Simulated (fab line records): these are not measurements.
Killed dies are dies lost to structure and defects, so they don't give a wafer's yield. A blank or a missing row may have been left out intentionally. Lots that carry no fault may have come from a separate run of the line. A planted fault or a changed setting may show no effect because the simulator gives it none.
fab line records | flow sky130
record: lots: 6 wafers: 18 last-day: 50
route steps=708 shown POLY_GATE@219 PAD_OPEN@708
lots that met no fault: taken from a fault-free run of the same line
start-h: hours from the record's opening day to when the first of the lot's shown wafers began | wait-h: how many hours have passed since the lot's step before this one | " same as the row above | L1.1+2: a single row standing in for several wafers | - no value, or no start was given | * or withheld: withheld | < > ~ a bound
route shown NAME@n: NAME is a module with steps in the file, n the number in the route of the first one | usual: mean/standard deviation taken from wafers without a fault | same: alike in all rows | chamber/n: place in a boat | sites: readings site by site | _std_site: standard deviation across them | _edge_site: mean of outer sites minus mean of inner sites | radius-mm: for every site, how far away it sits from the centre of the wafer | mask NAME#n: copy n | behind: the tool/chamber that last shaped the wafer | hold: reason for holding the lot/hours on hold/outcome of the hold | device: names the non-switching transistor (n, p or np) | end of line: the tests these same wafers got at the end of their route | where a step has no rows: the recipe by itself | killed: not the wafer's yield, but the dies lost to structure and defects at the first sort | map: per-die view of a wafer (x killed, . not killed, _ where there is no die)
set.NAME: the setting the step ran with; set.NAME@STEP: the setting that earlier step ran with | model.NAME: the simulator's own value behind a step, which no gauge read
lots at some steps of the route; a table a step, a row a wafer
services: the hour from which a tool's chamber was out of use, counted from the record's first day as start-h (under 0 if before that day), plus the number of hours and why
== steps ==
step: SKY_POLY_GATE_DEHYDRATE_05
recipe: temp-c: 200 time-s: 60
step: SKY_POLY_GATE_HMDS_06
recipe: prime-time-s: 60 prime-temp-c: 120
step: SKY_POLY_GATE_COAT_07
recipe: resist: BARC temp-c: withheld time-s: withheld spin-rpm: 3000 resist-thk-nm: 110
step: SKY_POLY_GATE_COAT_08
recipe: resist: KrF-thick spin-rpm: 3000 resist-thk-nm: 450
step: SKY_POLY_GATE_SOFTBAKE_09
recipe: temp-c: 100 time-s: 90 resist: KrF-thick
step: SKY_POLY_GATE_EXPOSE_10
recipe: mask-id: P1M na: 0.68 source-shape: conventional sigma-outer: 0.6 target-cd-nm: 150 dose-mj: 28
step: SKY_POLY_GATE_PEB_11
recipe: peb-temp-c: withheld peb-time-s: withheld resist: KrF-thick
step: SKY_POLY_GATE_DEVELOP_12
recipe: develop-time-s: 60 resist: KrF-thick dev-temp-c: 21
step: SKY_POLY_GATE_CD_MEAS_13
recipe: target-cd-nm: 150
usual: cd-nm: 149.7/1.2
columns lot.wafer tool chamber start-h wait-h cd-nm
L403.3 cd-sem-01 - 365.60 - 149.3
L403.4 " - " " 147.9
L403.6 " - " " 148.0
L405.3 cd-sem-01 - 389.10 - 149.0
L405.5 " - " " 149.4
L405.6 " - " " 149.4
L406.1 cd-sem-01 - 398.90 - 147.7
L406.2 " - " " 149.2
L406.4 " - " " 149.5
L411.2 cd-sem-01 - 463.63 - 149.6
L411.3 " - " " 151.1
L411.6 " - " " 150.3
L416.3 cd-sem-02 - 494.74 - 150.3
L416.4 " - " " 151.6
L416.5 " - " " 152.8
L425.2 cd-sem-01 - 559.47 - 149.6
L425.4 " - " " 148.9
L425.6 " - " " 148.7
step: SKY_POLY_GATE_OVL_MEAS_14
usual: POLY_GATE_OVL: -4/5.5
columns lot.wafer tool chamber start-h wait-h POLY_GATE_OVL[nm]
L403.3 overlay-01 - 365.69 0.1 -4
L403.4 " - " " 1
L403.6 " - " " -2
L405.3 overlay-01 - 389.20 0.1 -8
L405.5 " - " " -5
L405.6 " - " " -1
L406.1 overlay-01 - 399.02 0.1 -8
L406.2 " - " " -11
L406.4 " - " " -12
L411.2 overlay-02 - 463.74 0.1 -8
L411.3 " - " " -1
L411.6 " - " " 0
L416.3 overlay-01 - 494.86 0.1 -1
L416.4 " - " " -7
L416.5 " - " " -1
L425.2 overlay-01 - 559.58 0.1 -12
L425.4 " - " " -12
L425.6 " - " " -5
step: SKY_POLY_GATE_ETCH_15
recipe: chemistry: N2/H2 target: BARC ion-energy-ev: 200 source-w: 500 bias-w: 100 pressure-mtorr: 30 n2-flow-sccm: 100 h2-flow-sccm: 200 stop-on: SiO2 time-s: 118.5 target-depth-a: 1100
usual: drypump-motor-current-A: 6.0/0.43 h2-flow-sccm: 199.9/0.57 oes-product-au: 0.717/0.0046 throttle-valve-pct: 13.212/0.0095
columns lot.wafer tool chamber start-h wait-h drypump-motor-current-A h2-flow-sccm oes-product-au rf-hours-counter-h throttle-valve-pct
L403.3 rie-diel-03 0 365.72 0.0 5.9 198.9 0.714 3 13.225
L403.4 " 3 " " 6.4 199.8 0.709 - 13.219
L403.6 " 1 " " 6.2 200.1 0.718 - 13.221
L405.3 rie-diel-03 1 389.22 0.0 6.2 200.3 0.717 14 13.191
L405.5 " 3 " " 6.3 199.5 0.724 - 13.215
L405.6 " 0 " " 5.8 199.6 0.722 - 13.224
L406.1 rie-diel-01 2 399.06 0.0 5.6 200.0 0.715 1 13.214
L406.2 " 0 " " 5.3 199.9 0.718 6 13.204
L406.4 " 1 " " 5.4 199.9 0.716 8 13.234
L411.2 rie-diel-03 2 463.77 0.0 6.3 199.1 0.714 2 13.220
L411.3 " 1 " " 6.3 200.7 0.722 16 13.212
L411.6 " 0 " " 5.8 199.9 0.716 - 13.209
L416.3 rie-diel-04 3 494.88 0.0 6.5 200.1 0.721 42 13.209
L416.4 " 2 " " 6.3 200.0 0.714 89 13.217
L416.5 " 2 " " 6.4 201.3 0.716 - 13.198
L425.2 rie-diel-03 0 559.61 0.0 5.8 198.8 0.717 7 13.208
L425.4 " 2 " " 6.3 199.2 0.720 4 13.220
L425.6 " 1 " " 6.2 199.3 0.713 - 13.219
step: SKY_POLY_GATE_ETCH_16
recipe: stop-on: poly-Si chemistry: CH3F/O2 target: Si3N4 source-w: 400 bias-w: 80 pressure-mtorr: 25 ch3f-flow-sccm: 40 O2_flow_sccm: 30 time-s: 147.5 target-depth-a: 750
usual: drypump-motor-current-A: 6.0/0.43 oes-product-au: 0.639/0.0052 throttle-valve-pct: 10.535/0.01
columns lot.wafer tool chamber start-h wait-h drypump-motor-current-A oes-product-au rf-hours-counter-h throttle-valve-pct
L403.3 rie-diel-03 0 365.80 0.0 5.8 0.641 3 10.531
L403.4 " 3 " " 6.3 0.644 - 10.533
L403.6 " 1 " " 6.2 0.639 - 10.537
L405.3 rie-diel-03 1 389.30 0.0 6.2 0.627 14 10.543
L405.5 " 3 " " 6.3 0.642 - 10.533
L405.6 " 0 " " 5.8 0.639 - 10.529
L406.1 rie-diel-01 2 399.14 0.0 5.6 0.645 1 10.542
L406.2 " 0 " " 5.2 0.642 6 10.535
L406.4 " 1 " " 5.4 0.633 9 10.541
L411.2 rie-diel-03 2 463.85 0.0 6.3 0.648 2 10.551
L411.3 " 1 " " 6.2 0.636 16 10.528
L411.6 " 0 " " 5.8 0.632 - 10.528
L416.3 rie-diel-04 3 494.96 0.0 6.5 0.644 42 10.518
L416.4 " 2 " " 6.4 0.641 89 10.519
L416.5 " 2 " " 6.3 0.642 - 10.526
L425.2 rie-diel-03 0 559.69 0.0 5.8 0.642 7 10.549
L425.4 " 2 " " 6.3 0.642 4 10.540
L425.6 " 1 " " 6.2 0.644 - 10.526
step: SKY_POLY_GATE_ETCH_17
recipe: target-depth-nm: 180 stop-on: SiO2 over-etch-frac: 0.56667 chemistry: HBr/Cl2 target: poly-Si icp-w: 400 bias-w: 100 pressure-mtorr: 10 HBr_flow_sccm: 150 Cl2_flow_sccm: 50 time-s: 70.5
usual: drypump-motor-current-A: 5.8/0.43 oes-product-au: 0.985/0.0074 throttle-valve-pct: 33.683/0.0092
columns lot.wafer tool chamber start-h wait-h drypump-motor-current-A oes-product-au rf-hours-counter-h throttle-valve-pct model.KrF-thick_of_POLY_GATE_COAT_08.thk-nm model.SiO2_of_SONOS_ONO_CVD_04.thk-nm
L403.3 rie-si-01 1 365.90 0.0 5.7 0.989 4 33.695 143.8 4.336
L403.4 " 0 " " 5.4 0.983 5 33.676 137 4.189
L403.6 " 3 " " 5.2 0.981 - 33.693 140 4.217
L405.3 rie-si-01 3 389.40 0.0 5.2 0.982 32 33.683 104.3 2.971
L405.5 " 2 " " 5.6 0.988 - 33.691 101.1 3.034
L405.6 " 3 " " 5.2 0.981 - 33.685 142.2 4.047
L406.1 rie-si-01 2 399.24 0.0 5.6 1.010 6 33.668 136.4 4.185
L406.2 " 3 " " 5.2 0.985 32 33.675 139.1 4.112
L406.4 " 1 " " 5.7 1.007 4 33.693 95.8 3.047
L411.2 rie-si-02 1 463.95 0.0 6.2 0.972 6 33.685 138.1 4.227
L411.3 " 0 " " 6.6 0.977 1 33.679 138.4 4.313
L411.6 " 2 " " 5.8 0.973 - 33.697 143.4 4.173
L416.3 rie-si-02 3 495.06 0.0 6.4 0.978 3 33.677 140.7 4.207
L416.4 " 2 " " 5.8 0.980 6 33.677 144.1 4.255
L416.5 " 2 " " 5.8 0.978 - 33.706 145.4 4.276
L425.2 rie-si-01 1 559.79 0.0 5.7 0.983 5 33.689 143.5 4.423
L425.4 " 2 " " 5.6 0.997 7 33.689 137.9 4.4
L425.6 " 0 " " 5.4 0.981 - 33.688 140.7 4.411
step: SKY_POLY_GATE_STRIP_18
recipe: chemistry: O2/N2 power-w: 1400 pressure-mtorr: 1500 platen-temp-c: withheld o2-flow-sccm: 3000 n2-flow-sccm: 300 overash-fraction: 0.5
usual: drypump-motor-current-A: 5.6/0.39 oes-product-au: 0.360/0.0046 strip-time-to-endpoint-s: 3.16/0.042
columns lot.wafer tool chamber start-h wait-h drypump-motor-current-A oes-product-au rf-hours-counter-h strip-time-to-endpoint-s
L403.3 plasma-asher-03 0 365.99 0.1 5.0 0.355 - 3.22
L403.4 " 1 " " 5.8 0.350 - 3.13
L403.6 " 1 " " 5.9 0.369 - 3.16
L405.3 plasma-asher-04 0 389.49 0.1 5.8 0.344 - 2.79
L405.5 " 0 " " 5.8 0.343 - 2.75
L405.6 " 1 " " 5.3 0.361 - 3.20
L406.1 plasma-asher-02 0 399.29 0.0 6.2 0.355 74 3.13
L406.2 " 1 " " 5.4 0.370 74 3.17
L406.4 " 0 " " 6.3 0.345 - 2.69
L411.2 plasma-asher-02 1 464.01 0.0 5.4 0.356 3 3.13
L411.3 " 0 " " 6.2 0.363 - 3.16
L411.6 " 1 " " 5.4 0.357 - 3.21
L416.3 plasma-asher-02 0 495.15 0.1 6.2 0.351 - 3.18
L416.4 " 1 " " 5.4 0.355 - 3.23
L416.5 " 0 " " 6.2 0.360 - 3.22
L425.2 plasma-asher-02 0 559.84 0.0 6.2 0.359 12 3.21
L425.4 " 0 " " 6.2 0.356 - 3.15
L425.6 " 0 " " 6.2 0.366 - 3.17
step: SKY_POLY_GATE_CLEAN_19
recipe: chemistry: SC1/SC2 mix: 1:4:20 temp-c: 70 time-s: 150 dry: n2-spin
step: SKY_PAD_OPEN_PROBE_99
usual: killed_at_M0_to_M3: 43/6.8 killed_at_M4_up: 3.2/1.8 killed-at-contacts: 24/6.2 killed-at-front-end: 15/4.7 killed-at-other: 0.4/0.63 killed-dies: 86/9.6 killed-open: 47/6.9 killed-short: 39/6.3
same: gross-dies: 492 killed-at-back-side: 0
columns lot.wafer tool chamber start-h wait-h killed_at_M0_to_M3 killed_at_M4_up killed-at-contacts killed-at-front-end killed-at-other killed-dies killed-open killed-short model.etest.tip-sonos.rs-ohm-sq model.etest.tip-n.rs-ohm-sq model.etest.res-pdiff-hv.rs-ohm-sq
L403.3 prober-01 - 1069.72 0.2 45 4 16 20 1 86 45 41 2701 440 190.8
L403.4 prober-01 - 1069.77 0.2 40 5 13 21 1 80 35 45 2728 435.4 190.4
L403.6 prober-01 - 1069.87 0.2 34 2 14 18 0 68 41 26 2748 436.1 190.8
L405.3 prober-01 - 1087.96 0.2 34 6 34 14 2 90 50 38 2446 433.5 178.8
L405.5 prober-01 - 1088.06 0.2 61 2 17 11 3 94 50 41 2438 431.3 180.5
L405.6 prober-01 - 1088.11 0.2 45 7 23 20 2 97 46 49 2754 436.2 185.4
L406.1 prober-02 - 1091.01 0.1 35 2 21 8 1 67 38 28 2638 445.4 190.2
L406.2 prober-02 - 1091.06 0.1 39 4 18 18 1 80 46 33 2670 442.5 190.5
L406.4 prober-02 - 1091.16 0.2 37 3 27 11 0 78 42 36 2383 436.6 186.4
L411.2 prober-01 - 1131.77 0.1 39 1 22 14 0 76 40 36 2696 449.6 189.1
L411.3 prober-01 - 1131.82 0.2 41 3 22 19 0 85 43 42 2679 449.8 188.8
L411.6 prober-01 - 1131.97 0.2 39 1 26 11 0 77 46 31 2682 449.1 188.6
L416.3 prober-02 - 1156.96 0.2 36 4 38 22 0 100 49 51 2719 436.7 192.7
L416.4 prober-02 - 1157.01 0.2 49 3 32 13 0 97 54 43 2763 440.1 192.2
L416.5 prober-02 - 1157.06 0.2 37 4 22 18 0 81 38 43 2730 439 192.3
L425.2 prober-01 - 1191.78 0.1 43 5 27 18 0 93 54 38 2753 441.2 193.7
L425.4 prober-01 - 1191.88 0.2 43 2 22 24 1 92 61 30 2736 443.2 193.4
L425.6 prober-01 - 1191.98 0.2 31 2 20 17 0 70 42 28 2756 441.2 193.9
killed by level:class
L403.3 FIELD_ISO:geometric-particle:short=9 VIA1:geometric-particle:open=9 VIA2:geometric-particle:open=9 CONTACT:geometric-particle:open=8 VIA2:geometric-particle:short=6 FIELD_ISO:geometric-particle:open=5 METAL2:geometric-particle:short=5 METAL1:geometric-particle:short=4
L403.4 VIA1:geometric-particle:open=7 VIA2:geometric-particle:short=6 METAL3:geometric-particle:short=6 FIELD_ISO:geometric-particle:short=5 FIELD_ISO:geometric-particle:open=5 CONTACT:geometric-particle:open=5 VIA3:geometric-particle:short=5 VIA1:geometric-particle:short=4
L403.6 VIA1:geometric-particle:open=9 CONTACT:geometric-particle:open=7 POLY_GATE:geometric-particle:short=5 VIA2:geometric-particle:open=5 POLY_GATE:geometric-particle:open=4 LI_CONTACT:geometric-particle:open=4 METAL3:geometric-particle:short=4 VIA3:geometric-particle:open=4
L405.3 CONTACT:geometric-particle:open=21 VIA1:geometric-particle:open=9 CONTACT:geometric-particle:short=7 METAL4:geometric-particle:short=6 FIELD_ISO:geometric-particle:open=5 METAL1:geometric-particle:short=5 FIELD_ISO:geometric-particle:short=4 VIA1:geometric-particle:short=4
L405.5 VIA1:geometric-particle:open=14 VIA3:geometric-particle:open=13 CONTACT:geometric-particle:open=6 CONTACT:geometric-particle:short=5 VIA1:geometric-particle:short=5 METAL1:geometric-particle:short=5 METAL2:geometric-particle:short=5 FIELD_ISO:geometric-particle:open=4
L405.6 VIA3:geometric-particle:open=9 FIELD_ISO:geometric-particle:short=6 METAL1:geometric-particle:short=6 LI_CONTACT:geometric-particle:open=6 VIA1:geometric-particle:short=6 POLY_GATE:geometric-particle:open=5 METAL2:geometric-particle:short=5 LOCAL_INTERCONNECT:geometric-particle:short=5
L406.1 VIA1:geometric-particle:open=10 LI_CONTACT:geometric-particle:open=6 CONTACT:geometric-particle:open=5 VIA1:geometric-particle:short=5 CONTACT:geometric-particle:short=4 VIA3:geometric-particle:short=4 LI_CONTACT:geometric-particle:short=3 METAL2:geometric-particle:short=3
L406.2 METAL2:geometric-particle:short=10 VIA1:geometric-particle:open=10 CONTACT:geometric-particle:open=9 FIELD_ISO:geometric-particle:open=6 LI_CONTACT:geometric-particle:open=5 POLY_GATE:geometric-particle:open=4 FIELD_ISO:geometric-particle:short=3 POLY_GATE:geometric-particle:short=3
L406.4 CONTACT:geometric-particle:open=15 VIA2:geometric-particle:open=8 CONTACT:geometric-particle:short=7 VIA1:geometric-particle:short=6 VIA1:geometric-particle:open=6 POLY_GATE:geometric-particle:short=4 LI_CONTACT:geometric-particle:open=4 METAL3:geometric-particle:short=4
L411.2 VIA1:geometric-particle:open=9 VIA3:geometric-particle:open=7 VIA2:geometric-particle:open=6 FIELD_ISO:geometric-particle:short=5 LOCAL_INTERCONNECT:geometric-particle:short=5 CONTACT:geometric-particle:open=5 LI_CONTACT:geometric-particle:open=4 CONTACT:geometric-particle:short=4
L411.3 LI_CONTACT:geometric-particle:open=11 VIA1:geometric-particle:open=10 VIA2:geometric-particle:short=5 VIA1:geometric-particle:short=5 FIELD_ISO:geometric-particle:open=4 LOCAL_INTERCONNECT:geometric-particle:short=4 POLY_GATE:geometric-particle:short=4 VIA2:geometric-particle:open=4
L411.6 VIA1:geometric-particle:open=11 CONTACT:geometric-particle:short=7 CONTACT:geometric-particle:open=7 VIA2:geometric-particle:open=6 LI_CONTACT:geometric-particle:open=5 VIA3:geometric-particle:open=5 LOCAL_INTERCONNECT:geometric-particle:short=4 VIA1:geometric-particle:short=4
L416.3 CONTACT:geometric-particle:short=15 CONTACT:geometric-particle:open=12 POLY_GATE:geometric-particle:short=9 LI_CONTACT:geometric-particle:open=8 VIA1:geometric-particle:open=8 METAL1:geometric-particle:short=4 VIA1:geometric-particle:short=4 VIA3:geometric-particle:open=4
L416.4 VIA1:geometric-particle:open=19 CONTACT:geometric-particle:open=11 METAL2:geometric-particle:short=9 LI_CONTACT:geometric-particle:open=8 LOCAL_INTERCONNECT:geometric-particle:short=6 VIA2:geometric-particle:open=5 CONTACT:geometric-particle:short=4 VIA1:geometric-particle:short=4
L416.5 CONTACT:geometric-particle:open=11 POLY_GATE:geometric-particle:short=7 VIA1:geometric-particle:short=6 VIA1:geometric-particle:open=5 VIA3:geometric-particle:short=5 VIA2:geometric-particle:open=4 METAL2:geometric-particle:short=4 FIELD_ISO:geometric-particle:short=3
L425.2 VIA1:geometric-particle:open=11 CONTACT:geometric-particle:open=9 LI_CONTACT:geometric-particle:open=8 VIA3:geometric-particle:open=7 METAL2:geometric-particle:short=6 FIELD_ISO:geometric-particle:short=4 FIELD_ISO:geometric-particle:open=4 POLY_GATE:geometric-particle:open=4
L425.4 VIA2:geometric-particle:open=11 VIA1:geometric-particle:open=11 FIELD_ISO:geometric-particle:open=9 CONTACT:geometric-particle:open=9 VIA3:geometric-particle:open=9 LI_CONTACT:geometric-particle:open=6 FIELD_ISO:geometric-particle:short=5 POLY_GATE:geometric-particle:open=4
L425.6 VIA1:geometric-particle:open=10 VIA3:geometric-particle:open=6 LI_CONTACT:geometric-particle:open=6 CONTACT:geometric-particle:open=6 FIELD_ISO:geometric-particle:short=4 FIELD_ISO:geometric-particle:open=4 POLY_GATE:geometric-particle:open=4 POLY_GATE:geometric-particle:short=4
== services ==
columns tool chamber start-h hours kind
rie-si-02 - 347.19 14.6 pm
rie-diel-01 3 358.26 5.1 repair
rie-si-01 1 374.07 2.0 repair
rie-diel-01 3 375.51 2.7 repair
rie-diel-01 2 378.92 13.9 repair
rie-si-02 - 386.53 0.3 repair
rie-si-01 - 389.56 2.8 pm
rie-diel-03 3 403.18 3.7 repair
rie-diel-01 3 418.23 6.3 repair
plasma-asher-02 - 421.25 9.0 pm
rie-diel-01 3 435.08 1.3 repair
rie-diel-04 2 440.29 1.2 repair
plasma-asher-02 - 445.92 0.6 repair
rie-diel-03 0 446.87 3.9 repair
plasma-asher-02 - 447.96 2.8 pm
rie-diel-03 2 458.42 4.1 repair
rie-diel-03 3 464.76 5.7 repair
rie-diel-03 2 468.06 6.0 repair
rie-si-01 3 484.76 5.5 repair
rie-si-01 0 485.30 3.7 repair
rie-diel-03 2 504.10 5.1 repair
plasma-asher-02 - 507.51 14.6 pm
rie-diel-03 2 539.82 7.0 repair
rie-si-01 0 554.30 2.1 repair
== key ==
first-sign: step: SKY_POLY_GATE_STRIP_18 reading: strip-time-to-endpoint-s direction: down sigmas: 10 usual: * struck: *
effect: step: SKY_POLY_GATE_STRIP_18 reading: oes-product-au direction: down sigmas: 3.5 usual: 0.360 struck: 0.344
model-effect: step: SKY_POLY_GATE_ETCH_17 value: KrF-thick_of_POLY_GATE_COAT_08.thk-nm without: 136.3 struck: 100.4
model-effect: step: SKY_PAD_OPEN_PROBE_99 value: etest.tip-sonos.rs-ohm-sq without: 2708 struck: 2422
met-at SKY_POLY_GATE_ETCH_17
struck-wafers L405.3,L405.5,L406.4
tester-left-out L405,L406
onset-between 365.90 389.40
fault: kind: process-parameter-drift tool: rie-si-01 chamber: - onset-h: 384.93 steps: SKY_POLY_GATE_ETCH_17 channel: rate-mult offset: 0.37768 shape: step end-h: 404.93 scope: struck-wafers-only
tester-left-out: of these lots the tester's yield and bins aren't shown, on N5 and GAA mostly nor the transistor test; their killed dies are dies lost to structure and defects alone, not to doping, threshold or leakage, so they don't give the yield
